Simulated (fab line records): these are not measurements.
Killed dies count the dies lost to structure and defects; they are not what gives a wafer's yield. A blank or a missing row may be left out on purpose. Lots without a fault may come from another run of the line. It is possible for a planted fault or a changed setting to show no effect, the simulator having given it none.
fab line records / flow gf180mcu
[record] lots = 13 wafers = 39 lastDay = 34
route steps=602 shown POLY_GATE@158 NSD@239
lots that met no fault: taken from a fault-free run of the same line
startH: hours from the record's opening day to when the first of the lot's shown wafers began / waitH: hours since the lot's step before / " repeats the value in the row above / L1.1+2: a row that stands for several wafers / - no value, or no start given / * or withheld: withheld / < > ~ a bound
route shown NAME@n: names a module that has steps shown in the file, with the first one's number in the route / usual: mean/standard deviation taken from wafers without a fault / same: alike in all rows / chamber/n: place in a boat / sites: per-site readings / _std_site: the values' standard deviation / _edge_site: mean of outer sites minus mean of inner sites / radiusMm: for every site, how far away it sits from the centre of the wafer / mask NAME#n: copy n / behind: the last tool/chamber to shape the wafer / hold: why the lot was held/for how many hours/how that ended / device: names the non-switching transistor (n, p or np) / end of line: the same wafers' tests at the end of the route / where a step has no rows: the recipe by itself / killed: the dies lost at the first sort to structure and to defects; this is not the yield of the wafer / map: a wafer's dies, marking killed ones x, the rest . and places with no die _
set.NAME: the setting that was run; set.NAME@STEP: the one run at that earlier step / model.NAME: the simulator's own value behind a step, which no gauge read
steps of the route over a sample of lots; a table a step, a row a wafer
services: from which hour (startH, from the record's first day; less than 0 if before it) a tool's chamber was out of use, for how many hours, and why
[[steps]]
[step GF_POLY_GATE_THK_MEAS_01]
[recipe] reads = poly-Si_of_POLY_GATE_CVD_00
[usual] POLY_GATE_CVD_00_THK = 200.2/1.8
lot.wafer=L635.1 tool=filmMetro-01 chamber=- startH=179.63 waitH=0.0 POLY_GATE_CVD_00_THK[nm]=201.7
lot.wafer=L635.3 tool=filmMetro-01 chamber=- startH=179.63 waitH=0.0 POLY_GATE_CVD_00_THK[nm]=202.2
lot.wafer=L635.4 tool=filmMetro-01 chamber=- startH=179.63 waitH=0.0 POLY_GATE_CVD_00_THK[nm]=200.6
lot.wafer=L636.1 tool=filmMetro-03 chamber=- startH=185.53 waitH=0.0 POLY_GATE_CVD_00_THK[nm]=198.6
lot.wafer=L636.3 tool=filmMetro-03 chamber=- startH=185.53 waitH=0.0 POLY_GATE_CVD_00_THK[nm]=200.2
lot.wafer=L636.4 tool=filmMetro-03 chamber=- startH=185.53 waitH=0.0 POLY_GATE_CVD_00_THK[nm]=198.0
lot.wafer=L637.1 tool=filmMetro-03 chamber=- startH=192.64 waitH=0.0 POLY_GATE_CVD_00_THK[nm]=201.1
lot.wafer=L637.3 tool=filmMetro-03 chamber=- startH=192.64 waitH=0.0 POLY_GATE_CVD_00_THK[nm]=204.3
lot.wafer=L637.6 tool=filmMetro-03 chamber=- startH=192.64 waitH=0.0 POLY_GATE_CVD_00_THK[nm]=203.7
lot.wafer=L640.2 tool=filmMetro-01 chamber=- startH=213.36 waitH=0.0 POLY_GATE_CVD_00_THK[nm]=202.0
lot.wafer=L640.5 tool=filmMetro-01 chamber=- startH=213.36 waitH=0.0 POLY_GATE_CVD_00_THK[nm]=201.9
lot.wafer=L640.6 tool=filmMetro-01 chamber=- startH=213.36 waitH=0.0 POLY_GATE_CVD_00_THK[nm]=200.4
lot.wafer=L641.3 tool=filmMetro-03 chamber=- startH=221.73 waitH=0.0 POLY_GATE_CVD_00_THK[nm]=200.4
lot.wafer=L641.5 tool=filmMetro-03 chamber=- startH=221.73 waitH=0.0 POLY_GATE_CVD_00_THK[nm]=201.6
lot.wafer=L641.6 tool=filmMetro-03 chamber=- startH=221.73 waitH=0.0 POLY_GATE_CVD_00_THK[nm]=200.1
lot.wafer=L642.4 tool=filmMetro-04 chamber=- startH=229.63 waitH=0.0 POLY_GATE_CVD_00_THK[nm]=199.8
lot.wafer=L642.5 tool=filmMetro-04 chamber=- startH=229.63 waitH=0.0 POLY_GATE_CVD_00_THK[nm]=200.9
lot.wafer=L642.6 tool=filmMetro-04 chamber=- startH=229.63 waitH=0.0 POLY_GATE_CVD_00_THK[nm]=200.8
lot.wafer=L643.1 tool=filmMetro-01 chamber=- startH=236.27 waitH=0.0 POLY_GATE_CVD_00_THK[nm]=199.3
lot.wafer=L643.2 tool=filmMetro-01 chamber=- startH=236.27 waitH=0.0 POLY_GATE_CVD_00_THK[nm]=201.3
lot.wafer=L643.4 tool=filmMetro-01 chamber=- startH=236.27 waitH=0.0 POLY_GATE_CVD_00_THK[nm]=198.8
lot.wafer=L645.1 tool=filmMetro-03 chamber=- startH=249.24 waitH=0.0 POLY_GATE_CVD_00_THK[nm]=201.9
lot.wafer=L645.5 tool=filmMetro-03 chamber=- startH=249.24 waitH=0.0 POLY_GATE_CVD_00_THK[nm]=201.6
lot.wafer=L645.6 tool=filmMetro-03 chamber=- startH=249.24 waitH=0.0 POLY_GATE_CVD_00_THK[nm]=201.3
lot.wafer=L646.3 tool=filmMetro-03 chamber=- startH=252.20 waitH=0.0 POLY_GATE_CVD_00_THK[nm]=197.8
lot.wafer=L646.5 tool=filmMetro-03 chamber=- startH=252.20 waitH=0.0 POLY_GATE_CVD_00_THK[nm]=196.3
lot.wafer=L646.6 tool=filmMetro-03 chamber=- startH=252.20 waitH=0.0 POLY_GATE_CVD_00_THK[nm]=197.2
lot.wafer=L655.4 tool=filmMetro-04 chamber=- startH=321.16 waitH=0.0 POLY_GATE_CVD_00_THK[nm]=197.7
lot.wafer=L655.5 tool=filmMetro-04 chamber=- startH=321.16 waitH=0.0 POLY_GATE_CVD_00_THK[nm]=198.1
lot.wafer=L655.6 tool=filmMetro-04 chamber=- startH=321.16 waitH=0.0 POLY_GATE_CVD_00_THK[nm]=197.1
lot.wafer=L656.1 tool=filmMetro-04 chamber=- startH=332.17 waitH=0.0 POLY_GATE_CVD_00_THK[nm]=200.5
lot.wafer=L656.4 tool=filmMetro-04 chamber=- startH=332.17 waitH=0.0 POLY_GATE_CVD_00_THK[nm]=198.5
lot.wafer=L656.5 tool=filmMetro-04 chamber=- startH=332.17 waitH=0.0 POLY_GATE_CVD_00_THK[nm]=198.5
lot.wafer=L657.1 tool=filmMetro-04 chamber=- startH=333.30 waitH=0.0 POLY_GATE_CVD_00_THK[nm]=200.0
lot.wafer=L657.2 tool=filmMetro-04 chamber=- startH=333.30 waitH=0.0 POLY_GATE_CVD_00_THK[nm]=202.1
lot.wafer=L657.3 tool=filmMetro-04 chamber=- startH=333.30 waitH=0.0 POLY_GATE_CVD_00_THK[nm]=199.3
lot.wafer=L658.1 tool=filmMetro-01 chamber=- startH=338.73 waitH=0.0 POLY_GATE_CVD_00_THK[nm]=198.5
lot.wafer=L658.3 tool=filmMetro-01 chamber=- startH=338.73 waitH=0.0 POLY_GATE_CVD_00_THK[nm]=198.8
lot.wafer=L658.5 tool=filmMetro-01 chamber=- startH=338.73 waitH=0.0 POLY_GATE_CVD_00_THK[nm]=200.6
[step GF_POLY_GATE_THK_MEAS_17]
[recipe] reads = SiO2_of_POLY_GATE_OXIDATION_16
[usual] POLY_GATE_OXIDATION_THK = 3.98/0.089
lot.wafer=L635.1 tool=filmMetro-04 chamber=- startH=197.76 waitH=0.0 POLY_GATE_OXIDATION_THK[nm]=4.06
lot.wafer=L635.3 tool=filmMetro-04 chamber=- startH=197.76 waitH=0.0 POLY_GATE_OXIDATION_THK[nm]=4.12
lot.wafer=L635.4 tool=filmMetro-04 chamber=- startH=197.76 waitH=0.0 POLY_GATE_OXIDATION_THK[nm]=4.19
lot.wafer=L636.1 tool=filmMetro-03 chamber=- startH=204.43 waitH=0.0 POLY_GATE_OXIDATION_THK[nm]=3.93
lot.wafer=L636.3 tool=filmMetro-03 chamber=- startH=204.43 waitH=0.0 POLY_GATE_OXIDATION_THK[nm]=3.77
lot.wafer=L636.4 tool=filmMetro-03 chamber=- startH=204.43 waitH=0.0 POLY_GATE_OXIDATION_THK[nm]=3.93
lot.wafer=L637.1 tool=filmMetro-04 chamber=- startH=212.76 waitH=0.0 POLY_GATE_OXIDATION_THK[nm]=4.05
lot.wafer=L637.3 tool=filmMetro-04 chamber=- startH=212.76 waitH=0.0 POLY_GATE_OXIDATION_THK[nm]=4.06
lot.wafer=L637.6 tool=filmMetro-04 chamber=- startH=212.76 waitH=0.0 POLY_GATE_OXIDATION_THK[nm]=3.95
lot.wafer=L640.2 tool=filmMetro-03 chamber=- startH=232.90 waitH=0.0 POLY_GATE_OXIDATION_THK[nm]=3.97
lot.wafer=L640.5 tool=filmMetro-03 chamber=- startH=232.90 waitH=0.0 POLY_GATE_OXIDATION_THK[nm]=4.12
lot.wafer=L640.6 tool=filmMetro-03 chamber=- startH=232.90 waitH=0.0 POLY_GATE_OXIDATION_THK[nm]=4.09
lot.wafer=L641.3 tool=filmMetro-04 chamber=- startH=242.16 waitH=0.0 POLY_GATE_OXIDATION_THK[nm]=4.06
lot.wafer=L641.5 tool=filmMetro-04 chamber=- startH=242.16 waitH=0.0 POLY_GATE_OXIDATION_THK[nm]=4.08
lot.wafer=L641.6 tool=filmMetro-04 chamber=- startH=242.16 waitH=0.0 POLY_GATE_OXIDATION_THK[nm]=4.12
lot.wafer=L642.4 tool=filmMetro-03 chamber=- startH=250.02 waitH=0.0 POLY_GATE_OXIDATION_THK[nm]=3.90
lot.wafer=L642.5 tool=filmMetro-03 chamber=- startH=250.02 waitH=0.0 POLY_GATE_OXIDATION_THK[nm]=3.93
lot.wafer=L642.6 tool=filmMetro-03 chamber=- startH=250.02 waitH=0.0 POLY_GATE_OXIDATION_THK[nm]=3.98
lot.wafer=L643.1 tool=filmMetro-03 chamber=- startH=257.37 waitH=0.0 POLY_GATE_OXIDATION_THK[nm]=3.99
lot.wafer=L643.2 tool=filmMetro-03 chamber=- startH=257.37 waitH=0.0 POLY_GATE_OXIDATION_THK[nm]=3.99
lot.wafer=L643.4 tool=filmMetro-03 chamber=- startH=257.37 waitH=0.0 POLY_GATE_OXIDATION_THK[nm]=3.96
lot.wafer=L645.1 tool=filmMetro-01 chamber=- startH=270.26 waitH=0.0 POLY_GATE_OXIDATION_THK[nm]=3.83
lot.wafer=L645.5 tool=filmMetro-01 chamber=- startH=270.26 waitH=0.0 POLY_GATE_OXIDATION_THK[nm]=4.00
lot.wafer=L645.6 tool=filmMetro-01 chamber=- startH=270.26 waitH=0.0 POLY_GATE_OXIDATION_THK[nm]=3.95
lot.wafer=L646.3 tool=filmMetro-03 chamber=- startH=273.25 waitH=0.0 POLY_GATE_OXIDATION_THK[nm]=3.98
lot.wafer=L646.5 tool=filmMetro-03 chamber=- startH=273.25 waitH=0.0 POLY_GATE_OXIDATION_THK[nm]=3.91
lot.wafer=L646.6 tool=filmMetro-03 chamber=- startH=273.25 waitH=0.0 POLY_GATE_OXIDATION_THK[nm]=3.92
lot.wafer=L655.4 tool=filmMetro-01 chamber=- startH=343.84 waitH=0.0 POLY_GATE_OXIDATION_THK[nm]=3.89
lot.wafer=L655.5 tool=filmMetro-01 chamber=- startH=343.84 waitH=0.0 POLY_GATE_OXIDATION_THK[nm]=3.85
lot.wafer=L655.6 tool=filmMetro-01 chamber=- startH=343.84 waitH=0.0 POLY_GATE_OXIDATION_THK[nm]=3.86
lot.wafer=L656.1 tool=filmMetro-04 chamber=- startH=355.82 waitH=0.0 POLY_GATE_OXIDATION_THK[nm]=4.16
lot.wafer=L656.4 tool=filmMetro-04 chamber=- startH=355.82 waitH=0.0 POLY_GATE_OXIDATION_THK[nm]=4.15
lot.wafer=L656.5 tool=filmMetro-04 chamber=- startH=355.82 waitH=0.0 POLY_GATE_OXIDATION_THK[nm]=4.07
lot.wafer=L657.1 tool=filmMetro-04 chamber=- startH=357.07 waitH=0.0 POLY_GATE_OXIDATION_THK[nm]=4.06
lot.wafer=L657.2 tool=filmMetro-04 chamber=- startH=357.07 waitH=0.0 POLY_GATE_OXIDATION_THK[nm]=3.98
lot.wafer=L657.3 tool=filmMetro-04 chamber=- startH=357.07 waitH=0.0 POLY_GATE_OXIDATION_THK[nm]=4.16
lot.wafer=L658.1 tool=filmMetro-03 chamber=- startH=362.52 waitH=0.0 POLY_GATE_OXIDATION_THK[nm]=3.92
lot.wafer=L658.3 tool=filmMetro-03 chamber=- startH=362.52 waitH=0.0 POLY_GATE_OXIDATION_THK[nm]=4.05
lot.wafer=L658.5 tool=filmMetro-03 chamber=- startH=362.52 waitH=0.0 POLY_GATE_OXIDATION_THK[nm]=3.98
[step GF_POLY_GATE_CD_MEAS_18]
[usual] cdNm = 279.1/2.1
lot.wafer=L635.1 tool=cdSem-01 chamber=- startH=197.82 waitH=0.1 cdNm=277.6
lot.wafer=L635.3 tool=cdSem-01 chamber=- startH=197.82 waitH=0.1 cdNm=280.0
lot.wafer=L635.4 tool=cdSem-01 chamber=- startH=197.82 waitH=0.1 cdNm=281.0
lot.wafer=L636.1 tool=cdSem-01 chamber=- startH=204.49 waitH=0.1 cdNm=281.0
lot.wafer=L636.3 tool=cdSem-01 chamber=- startH=204.49 waitH=0.1 cdNm=276.1
lot.wafer=L636.4 tool=cdSem-01 chamber=- startH=204.49 waitH=0.1 cdNm=281.5
lot.wafer=L637.1 tool=cdSem-01 chamber=- startH=212.82 waitH=0.1 cdNm=282.9
lot.wafer=L637.3 tool=cdSem-01 chamber=- startH=212.82 waitH=0.1 cdNm=283.1
lot.wafer=L637.6 tool=cdSem-01 chamber=- startH=212.82 waitH=0.1 cdNm=282.5
lot.wafer=L640.2 tool=cdSem-02 chamber=- startH=232.98 waitH=0.1 cdNm=278.9
lot.wafer=L640.5 tool=cdSem-02 chamber=- startH=232.98 waitH=0.1 cdNm=275.1
lot.wafer=L640.6 tool=cdSem-02 chamber=- startH=232.98 waitH=0.1 cdNm=278.1
lot.wafer=L641.3 tool=cdSem-01 chamber=- startH=242.26 waitH=0.1 cdNm=278.9
lot.wafer=L641.5 tool=cdSem-01 chamber=- startH=242.26 waitH=0.1 cdNm=277.4
lot.wafer=L641.6 tool=cdSem-01 chamber=- startH=242.26 waitH=0.1 cdNm=279.7
lot.wafer=L642.4 tool=cdSem-02 chamber=- startH=250.14 waitH=0.1 cdNm=278.2
lot.wafer=L642.5 tool=cdSem-02 chamber=- startH=250.14 waitH=0.1 cdNm=276.5
lot.wafer=L642.6 tool=cdSem-02 chamber=- startH=250.14 waitH=0.1 cdNm=279.9
lot.wafer=L643.1 tool=cdSem-02 chamber=- startH=257.48 waitH=0.1 cdNm=275.2
lot.wafer=L643.2 tool=cdSem-02 chamber=- startH=257.48 waitH=0.1 cdNm=277.8
lot.wafer=L643.4 tool=cdSem-02 chamber=- startH=257.48 waitH=0.1 cdNm=273.4
lot.wafer=L645.1 tool=cdSem-02 chamber=- startH=270.32 waitH=0.1 cdNm=278.8
lot.wafer=L645.5 tool=cdSem-02 chamber=- startH=270.32 waitH=0.1 cdNm=279.4
lot.wafer=L645.6 tool=cdSem-02 chamber=- startH=270.32 waitH=0.1 cdNm=281.8
lot.wafer=L646.3 tool=cdSem-02 chamber=- startH=273.35 waitH=0.1 cdNm=277.7
lot.wafer=L646.5 tool=cdSem-02 chamber=- startH=273.35 waitH=0.1 cdNm=277.1
lot.wafer=L646.6 tool=cdSem-02 chamber=- startH=273.35 waitH=0.1 cdNm=279.3
lot.wafer=L655.4 tool=cdSem-01 chamber=- startH=343.95 waitH=0.1 cdNm=276.0
lot.wafer=L655.5 tool=cdSem-01 chamber=- startH=343.95 waitH=0.1 cdNm=276.7
lot.wafer=L655.6 tool=cdSem-01 chamber=- startH=343.95 waitH=0.1 cdNm=273.8
lot.wafer=L656.1 tool=cdSem-02 chamber=- startH=355.88 waitH=0.1 cdNm=276.7
lot.wafer=L656.4 tool=cdSem-02 chamber=- startH=355.88 waitH=0.1 cdNm=280.2
lot.wafer=L656.5 tool=cdSem-02 chamber=- startH=355.88 waitH=0.1 cdNm=276.9
lot.wafer=L657.1 tool=cdSem-02 chamber=- startH=357.13 waitH=0.1 cdNm=281.5
lot.wafer=L657.2 tool=cdSem-02 chamber=- startH=357.13 waitH=0.1 cdNm=277.3
lot.wafer=L657.3 tool=cdSem-02 chamber=- startH=357.13 waitH=0.1 cdNm=281.9
lot.wafer=L658.1 tool=cdSem-01 chamber=- startH=362.58 waitH=0.1 cdNm=276.9
lot.wafer=L658.3 tool=cdSem-01 chamber=- startH=362.58 waitH=0.1 cdNm=274.8
lot.wafer=L658.5 tool=cdSem-01 chamber=- startH=362.58 waitH=0.1 cdNm=277.5
[step GF_NSD_EXPOSE_04]
[recipe] maskId = Nplus targetCdNm = 400 na = 0.6 sourceShape = conventional sigmaOuter = 0.6 doseMj = 140
lot.wafer=L635.1+3+4 tool=ilineStepper-02 chamber=0 startH=284.59 waitH=- mask=Nplus#0
lot.wafer=L636.1+3+4 tool=ilineStepper-02 chamber=0 startH=295.66 waitH=- mask=Nplus#0
lot.wafer=L637.1+3+6 tool=ilineStepper-01 chamber=0 startH=302.85 waitH=- mask=Nplus#0
lot.wafer=L640.2+5+6 tool=ilineStepper-02 chamber=0 startH=328.25 waitH=- mask=Nplus#0
lot.wafer=L641.3+5+6 tool=ilineStepper-02 chamber=0 startH=336.10 waitH=- mask=Nplus#0
lot.wafer=L642.4+5+6 tool=ilineStepper-02 chamber=0 startH=346.49 waitH=- mask=Nplus#0
lot.wafer=L643.1+2+4 tool=ilineStepper-02 chamber=0 startH=351.93 waitH=- mask=Nplus#0
lot.wafer=L645.1+5+6 tool=ilineStepper-01 chamber=0 startH=368.28 waitH=- mask=Pplus_HV_AREA#0
lot.wafer=L646.3+5+6 tool=ilineStepper-02 chamber=0 startH=371.07 waitH=- mask=Nplus#0
lot.wafer=L655.4+5+6 tool=ilineStepper-02 chamber=0 startH=451.34 waitH=- mask=Nplus#0
lot.wafer=L656.1+4+5 tool=ilineStepper-01 chamber=0 startH=465.18 waitH=- mask=Nplus#0
lot.wafer=L657.1+2+3 tool=ilineStepper-01 chamber=0 startH=467.18 waitH=- mask=Nplus#0
lot.wafer=L658.1+3+5 tool=ilineStepper-01 chamber=0 startH=472.98 waitH=- mask=Nplus#0
[step GF_NSD_CD_MEAS_07]
[recipe] targetCdNm = 400
[usual] cdNm = 400.3/2.2
lot.wafer=L635.1 tool=cdSem-01 chamber=- startH=293.75 waitH=0.1 cdNm=395.6
lot.wafer=L635.3 tool=cdSem-01 chamber=- startH=293.75 waitH=0.1 cdNm=395.9
lot.wafer=L635.4 tool=cdSem-01 chamber=- startH=293.75 waitH=0.1 cdNm=397.2
lot.wafer=L636.1 tool=cdSem-02 chamber=- startH=306.18 waitH=0.1 cdNm=397.7
lot.wafer=L636.3 tool=cdSem-02 chamber=- startH=306.18 waitH=0.1 cdNm=398.1
lot.wafer=L636.4 tool=cdSem-02 chamber=- startH=306.18 waitH=0.1 cdNm=400.3
lot.wafer=L637.1 tool=cdSem-02 chamber=- startH=312.66 waitH=0.1 cdNm=401.2
lot.wafer=L637.3 tool=cdSem-02 chamber=- startH=312.66 waitH=0.1 cdNm=398.3
lot.wafer=L637.6 tool=cdSem-02 chamber=- startH=312.66 waitH=0.1 cdNm=398.3
lot.wafer=L640.2 tool=cdSem-01 chamber=- startH=338.75 waitH=0.1 cdNm=400.6
lot.wafer=L640.5 tool=cdSem-01 chamber=- startH=338.75 waitH=0.1 cdNm=399.0
lot.wafer=L640.6 tool=cdSem-01 chamber=- startH=338.75 waitH=0.1 cdNm=399.3
lot.wafer=L641.3 tool=cdSem-01 chamber=- startH=346.77 waitH=0.1 cdNm=398.8
lot.wafer=L641.5 tool=cdSem-01 chamber=- startH=346.77 waitH=0.1 cdNm=399.9
lot.wafer=L641.6 tool=cdSem-01 chamber=- startH=346.77 waitH=0.1 cdNm=399.4
lot.wafer=L642.4 tool=cdSem-01 chamber=- startH=357.04 waitH=0.1 cdNm=400.6
lot.wafer=L642.5 tool=cdSem-01 chamber=- startH=357.04 waitH=0.1 cdNm=400.9
lot.wafer=L642.6 tool=cdSem-01 chamber=- startH=357.04 waitH=0.1 cdNm=402.3
lot.wafer=L643.1 tool=cdSem-01 chamber=- startH=361.75 waitH=0.1 cdNm=398.2
lot.wafer=L643.2 tool=cdSem-01 chamber=- startH=361.75 waitH=0.1 cdNm=397.9
lot.wafer=L643.4 tool=cdSem-01 chamber=- startH=361.75 waitH=0.1 cdNm=398.4
lot.wafer=L645.1 tool=cdSem-02 chamber=- startH=379.23 waitH=0.1 cdNm=-
lot.wafer=L645.5 tool=cdSem-02 chamber=- startH=379.23 waitH=0.1 cdNm=-
lot.wafer=L645.6 tool=cdSem-02 chamber=- startH=379.23 waitH=0.1 cdNm=-
lot.wafer=L646.3 tool=cdSem-01 chamber=- startH=381.64 waitH=0.1 cdNm=397.9
lot.wafer=L646.5 tool=cdSem-01 chamber=- startH=381.64 waitH=0.1 cdNm=399.2
lot.wafer=L646.6 tool=cdSem-01 chamber=- startH=381.64 waitH=0.1 cdNm=400.4
lot.wafer=L655.4 tool=cdSem-02 chamber=- startH=463.09 waitH=0.1 cdNm=403.6
lot.wafer=L655.5 tool=cdSem-02 chamber=- startH=463.09 waitH=0.1 cdNm=403.5
lot.wafer=L655.6 tool=cdSem-02 chamber=- startH=463.09 waitH=0.1 cdNm=401.7
lot.wafer=L656.1 tool=cdSem-02 chamber=- startH=477.91 waitH=0.1 cdNm=397.7
lot.wafer=L656.4 tool=cdSem-02 chamber=- startH=477.91 waitH=0.1 cdNm=397.4
lot.wafer=L656.5 tool=cdSem-02 chamber=- startH=477.91 waitH=0.1 cdNm=397.0
lot.wafer=L657.1 tool=cdSem-02 chamber=- startH=479.28 waitH=0.1 cdNm=399.4
lot.wafer=L657.2 tool=cdSem-02 chamber=- startH=479.28 waitH=0.1 cdNm=397.0
lot.wafer=L657.3 tool=cdSem-02 chamber=- startH=479.28 waitH=0.1 cdNm=399.5
lot.wafer=L658.1 tool=cdSem-02 chamber=- startH=484.34 waitH=0.1 cdNm=405.2
lot.wafer=L658.3 tool=cdSem-02 chamber=- startH=484.34 waitH=0.1 cdNm=406.2
lot.wafer=L658.5 tool=cdSem-02 chamber=- startH=484.34 waitH=0.1 cdNm=405.0
[step GF_NSD_TW_MEAS_12]
[usual] NSD_TW = 4272/25
lot.wafer=L635.1 tool=filmMetro-04 chamber=- startH=294.31 waitH=0.1 NSD_TW=4277
lot.wafer=L635.3 tool=filmMetro-04 chamber=- startH=294.31 waitH=0.1 NSD_TW=4293
lot.wafer=L635.4 tool=filmMetro-04 chamber=- startH=294.31 waitH=0.1 NSD_TW=4295
lot.wafer=L636.1 tool=filmMetro-01 chamber=- startH=306.73 waitH=0.1 NSD_TW=4278
lot.wafer=L636.3 tool=filmMetro-01 chamber=- startH=306.73 waitH=0.1 NSD_TW=4313
lot.wafer=L636.4 tool=filmMetro-01 chamber=- startH=306.73 waitH=0.1 NSD_TW=4290
lot.wafer=L637.1 tool=filmMetro-04 chamber=- startH=313.22 waitH=0.1 NSD_TW=4333
lot.wafer=L637.3 tool=filmMetro-04 chamber=- startH=313.22 waitH=0.1 NSD_TW=4299
lot.wafer=L637.6 tool=filmMetro-04 chamber=- startH=313.22 waitH=0.1 NSD_TW=4294
lot.wafer=L640.2 tool=filmMetro-04 chamber=- startH=339.29 waitH=0.1 NSD_TW=4296
lot.wafer=L640.5 tool=filmMetro-04 chamber=- startH=339.29 waitH=0.1 NSD_TW=4330
lot.wafer=L640.6 tool=filmMetro-04 chamber=- startH=339.29 waitH=0.1 NSD_TW=4303
lot.wafer=L641.3 tool=filmMetro-01 chamber=- startH=347.30 waitH=0.1 NSD_TW=4256
lot.wafer=L641.5 tool=filmMetro-01 chamber=- startH=347.30 waitH=0.1 NSD_TW=4245
lot.wafer=L641.6 tool=filmMetro-01 chamber=- startH=347.30 waitH=0.1 NSD_TW=4234
lot.wafer=L642.4 tool=filmMetro-01 chamber=- startH=357.56 waitH=0.1 NSD_TW=4241
lot.wafer=L642.5 tool=filmMetro-01 chamber=- startH=357.56 waitH=0.1 NSD_TW=4264
lot.wafer=L642.6 tool=filmMetro-01 chamber=- startH=357.56 waitH=0.1 NSD_TW=4264
lot.wafer=L643.1 tool=filmMetro-01 chamber=- startH=362.31 waitH=0.1 NSD_TW=4251
lot.wafer=L643.2 tool=filmMetro-01 chamber=- startH=362.31 waitH=0.1 NSD_TW=4242
lot.wafer=L643.4 tool=filmMetro-01 chamber=- startH=362.31 waitH=0.1 NSD_TW=4278
lot.wafer=L645.1 tool=filmMetro-02 chamber=- startH=379.78 waitH=0.1 NSD_TW=30
lot.wafer=L645.5 tool=filmMetro-02 chamber=- startH=379.78 waitH=0.1 NSD_TW=30
lot.wafer=L645.6 tool=filmMetro-02 chamber=- startH=379.78 waitH=0.1 NSD_TW=30
lot.wafer=L646.3 tool=filmMetro-02 chamber=- startH=382.26 waitH=0.1 NSD_TW=4244
lot.wafer=L646.5 tool=filmMetro-02 chamber=- startH=382.26 waitH=0.1 NSD_TW=4244
lot.wafer=L646.6 tool=filmMetro-02 chamber=- startH=382.26 waitH=0.1 NSD_TW=4243
lot.wafer=L655.4 tool=filmMetro-02 chamber=- startH=463.73 waitH=0.1 NSD_TW=4261
lot.wafer=L655.5 tool=filmMetro-02 chamber=- startH=463.73 waitH=0.1 NSD_TW=4267
lot.wafer=L655.6 tool=filmMetro-02 chamber=- startH=463.73 waitH=0.1 NSD_TW=4274
lot.wafer=L656.1 tool=filmMetro-02 chamber=- startH=478.46 waitH=0.1 NSD_TW=4265
lot.wafer=L656.4 tool=filmMetro-02 chamber=- startH=478.46 waitH=0.1 NSD_TW=4288
lot.wafer=L656.5 tool=filmMetro-02 chamber=- startH=478.46 waitH=0.1 NSD_TW=4266
lot.wafer=L657.1 tool=filmMetro-01 chamber=- startH=479.83 waitH=0.1 NSD_TW=4278
lot.wafer=L657.2 tool=filmMetro-01 chamber=- startH=479.83 waitH=0.1 NSD_TW=4274
lot.wafer=L657.3 tool=filmMetro-01 chamber=- startH=479.83 waitH=0.1 NSD_TW=4271
lot.wafer=L658.1 tool=filmMetro-04 chamber=- startH=484.89 waitH=0.1 NSD_TW=4321
lot.wafer=L658.3 tool=filmMetro-04 chamber=- startH=484.89 waitH=0.1 NSD_TW=4316
lot.wafer=L658.5 tool=filmMetro-04 chamber=- startH=484.89 waitH=0.1 NSD_TW=4313
[[services]]
tool=ilineStepper-01 chamber=- startH=265.70 hours=3.6 kind=repair
tool=ilineStepper-02 chamber=- startH=270.77 hours=3.6 kind=repair
tool=ilineStepper-02 chamber=0 startH=370.20 hours=- kind=calibration
tool=ilineStepper-01 chamber=- startH=414.78 hours=1.7 kind=pm
tool=ilineStepper-02 chamber=- startH=431.04 hours=7.4 kind=repair
tool=ilineStepper-02 chamber=- startH=454.01 hours=1.7 kind=pm
tool=ilineStepper-01 chamber=0 startH=466.68 hours=- kind=calibration
[[key]]
[firstSign] step = GF_NSD_EXPOSE_04 reading = mask direction = changed
[effect] step = GF_NSD_CD_MEAS_07 reading = cdNm direction = missing
[effect] step = GF_NSD_TW_MEAS_12 reading = NSD_TW direction = down sigmas = 99+ usual = 4272 struck = 30
metAt GF_NSD_EXPOSE_04
struckLots L645
sortLeftOut L645.1,L645.5,L645.6
testerLeftOut L645
notActingAt GF_POLY_GATE_THK_MEAS_01,GF_POLY_GATE_THK_MEAS_17,GF_POLY_GATE_CD_MEAS_18
onsetBetween 302.85 368.28
[fault] kind = wrongMask tool = any chamber = - onsetH = 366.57 steps = GF_NSD_EXPOSE_04 auxCopy = Pplus_HV_AREA#0 scope = struckLotsOnly
// testerLeftOut: of these lots the tester's yield and bins aren't shown, on N5 and GAA mostly nor the transistor test; their killed dies are dies lost to structure and defects alone, not to doping, threshold or leakage, so they don't give the yield
// sortLeftOut: the simulated sort isn't trusted on such a fault, so these wafers' sort isn't shown, and their yield isn't known
